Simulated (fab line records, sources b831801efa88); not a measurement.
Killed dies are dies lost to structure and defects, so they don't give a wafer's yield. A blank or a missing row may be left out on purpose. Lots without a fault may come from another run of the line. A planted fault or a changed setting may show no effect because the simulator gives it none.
Chamber matching | flow sky130 | SKY_POLY_CUT_ETCH_10 on rie_diel-01: 4 sister chambers
The step etches BARC in N2/H2, stops on SiO2, time 45.9 s, target depth 60 nm. 8 wafers are shown with their chamber, then 7 later ones without.

WAFERS WITH THEIR CHAMBER
wafer  | chamber | drypump_motor_current_A (A) | throttle_valve_pct (%)
L676.5 | 1       | 6.2                         | 13.233
L677.2 | 0       | 6.5                         | 13.238
L677.3 | 2       | 5.5                         | 13.217
L687.1 | 2       | 5.5                         | 13.223
L687.4 | 1       | 6.3                         | 13.223
L687.5 | 3       | 4.9                         | 13.228
L689.3 | 0       | 6.5                         | 13.222
L689.4 | 3       | 4.8                         | 13.211

WAFERS WITHOUT THEIR CHAMBER
wafer  | drypump_motor_current_A (A) | throttle_valve_pct (%)
L689.6 | 6.5                         | 13.238
L690.1 | 5.5                         | 13.222
L690.5 | 6.4                         | 13.226
L690.6 | 6.3                         | 13.228
L691.2 | 6.3                         | 13.215
L691.3 | 5.5                         | 13.239
L691.5 | 4.8                         | 13.222

WHICH CHAMBER EACH WENT THROUGH
wafer  | from the rows above     | in truth
L689.6 | 0                       | 0
L690.1 | 2                       | 2
L690.5 | can't be placed: 0 or 1 | 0
L690.6 | 1                       | 1
L691.2 | 1                       | 1
L691.3 | 2                       | 2
L691.5 | 3                       | 3
Placed correctly: 6 of 7. Can't be placed from these rows: 1 (the true chamber is among the candidates in 1). Placed wrongly: 0.
How it was worked out, from the rows above alone: a wafer's distance from a chamber is the root of the sum, over the readings, of the square of ((its reading less the chamber's mean) divided by the reading's scatter). The wafer belongs to the nearest chamber; if the next one is less than 2 further off, it can't be placed. A chamber's mean is the mean of its shown wafers. The scatter: the root of (the sum of the squares of (reading less its chamber's mean) over the shown wafers, divided by (wafers less chambers)).
